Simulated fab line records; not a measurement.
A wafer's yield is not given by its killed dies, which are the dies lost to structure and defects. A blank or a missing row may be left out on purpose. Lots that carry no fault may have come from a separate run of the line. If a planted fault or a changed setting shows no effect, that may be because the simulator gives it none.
Tool commonality check    flow sky130    Sampled: 10 lots, 30 wafers

== REASON FOR OPENING ==
SKY_VIA3_RS_MEAS_22, reading VIA3_W_RS: flagged on 2 of 10 lots. Wafers without a fault read 0.2923 ohm/sq, standard deviation 0.0025.
Rule: flag the lot when none of its wafers has a number, or when each of its wafers that has one lies beyond 4 standard deviations from that mean. The other lots count as sound.

lot   measured      on             VIA3_W_RS (ohm/sq), wafer by wafer  flag
L865  day 39 18:06  film metro-03  0.2895 0.2912 0.2892                
L866  day 40 06:41  film metro-04  0.2921 0.2933 0.2932                
L869  day 41 02:08  film metro-02  0.2913 0.2875 0.2920                
L868  day 41 06:57  film metro-03  0.2909 0.2873 0.2924                
L876  day 43 11:52  film metro-03  0.2892 0.2925 0.2895                
L880  day 44 00:56  film metro-02  0.4538 0.4609 0.4491                FLAGGED
L881  day 44 01:51  film metro-04  0.4463 0.4439 0.4509                FLAGGED
L882  day 44 12:28  film metro-04  0.2927 0.2901 0.2916                
L884  day 44 21:59  film metro-02  0.2938 0.2920 0.2912                
L885  day 45 05:09  film metro-02  0.2955 0.2954 0.2944                
The numbers of the flagged lots are 0.4508 ohm/sq on average: +0.1585 ohm/sq against the usual, or +63 standard deviations.

== TOOL THAT RAN EACH LOT ==
3 process steps preceding the reading are held in the record, out of 708 steps in the route. Read each cell as the tool, then ch plus the chambers that the sampled wafers visited, then the start.
lot   flag     SKY_METAL3_SPUTTER_02         SKY_VIA3_CMP_02                SKY_VIA3_CVD_21
L865           pvd sputter-04, day 36 10:59  cmp-01 ch 1,2, day 38 16:28    cvd w-02 ch 0,1, day 39 17:58
L866           pvd sputter-01, day 36 23:56  cmp-01 ch 0,2,3, day 39 05:10  cvd w-01 ch 0,1, day 40 06:34
L869           pvd sputter-04, day 37 20:50  cmp-02 ch 0,1,3, day 40 00:50  cvd w-01 ch 0,1, day 41 02:00
L868           pvd sputter-01, day 38 02:04  cmp-01 ch 1,2,3, day 40 06:00  cvd w-02 ch 0,1, day 41 06:49
L876           pvd sputter-01, day 40 10:18  cmp-01 ch 0,2, day 42 11:25    cvd w-01 ch 0,1, day 43 11:44
L880  FLAGGED  pvd sputter-04, day 40 23:41  cmp-01 ch 0,1,3, day 43 00:37  cvd w-02 ch 0,1, day 44 00:48
L881  FLAGGED  pvd sputter-01, day 41 01:04  cmp-01 ch 1,2, day 43 01:24    cvd w-02 ch 0,1, day 44 01:44
L882           pvd sputter-04, day 41 13:38  cmp-02 ch 1,3, day 43 13:22    cvd w-01 ch 0,1, day 44 12:19
L884           pvd sputter-01, day 41 23:14  cmp-01 ch 2,3, day 43 22:47    cvd w-01 ch 0,1, day 44 21:52
L885           pvd sputter-02, day 42 05:20  cmp-02 ch 0,1, day 44 05:43    cvd w-01 ch 0,1, day 45 05:02
These steps, and what they do:
- SKY_METAL3_SPUTTER_02: material AlCu, target thk 735 nm, time 39.1 s.
- SKY_VIA3_CMP_02: polishes SiO2.
- SKY_VIA3_CVD_21: deposits W, target thk 390 nm, time 117.31 s.
- SKY_VIA3_RS_MEAS_22: measures by four-point-probe.

== FLAGGED AGAINST TOTAL, ONE TOOL AT A TIME (gauges that did the reading follow at the end) ==
step                   tool            lots run  flagged  share of the flagged lots  sound lots run after its first flagged lot
SKY_METAL3_SPUTTER_02  pvd sputter-01  5         1        some                       1 (L884)
SKY_METAL3_SPUTTER_02  pvd sputter-02  1         0        none                       -
SKY_METAL3_SPUTTER_02  pvd sputter-04  4         1        some                       1 (L882)
SKY_VIA3_CMP_02        cmp-01          7         2        all                        1 (L884)
SKY_VIA3_CMP_02        cmp-02          3         0        none                       -
SKY_VIA3_CVD_21        cvd w-01        6         0        none                       -
SKY_VIA3_CVD_21        cvd w-02        4         2        all                        0
SKY_VIA3_RS_MEAS_22    film metro-02   4         1        some                       2 (L884,L885)
SKY_VIA3_RS_MEAS_22    film metro-03   3         0        none                       -
SKY_VIA3_RS_MEAS_22    film metro-04   3         1        some                       1 (L882)

== WHAT THE TABLE ALLOWS ==
Every flagged lot went through 2 rows of the table: cmp-01 at SKY_VIA3_CMP_02 and cvd w-02 at SKY_VIA3_CVD_21.
- cmp-01 at SKY_VIA3_CMP_02: 2 of its 7 lots flagged. Lots that were sound ran on it after the first flagged one (L884); a persistent fault on the entire tool would not allow that.
- cvd w-02 at SKY_VIA3_CVD_21: 2 of its 4 lots flagged. A fault beginning between L868 (day 41 06:49), its last sound lot, and L880 (day 44 00:48), its first flagged one, fits the data.
One tool is left: cvd w-02 at SKY_VIA3_CVD_21.

== WHAT THE SIMULATOR HAD INSERTED ==
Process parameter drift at SKY_VIA3_CVD_21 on cvd w-02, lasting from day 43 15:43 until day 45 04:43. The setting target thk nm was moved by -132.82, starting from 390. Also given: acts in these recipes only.
Lots struck among those shown: L880, L881. This agrees with what the rule above found.
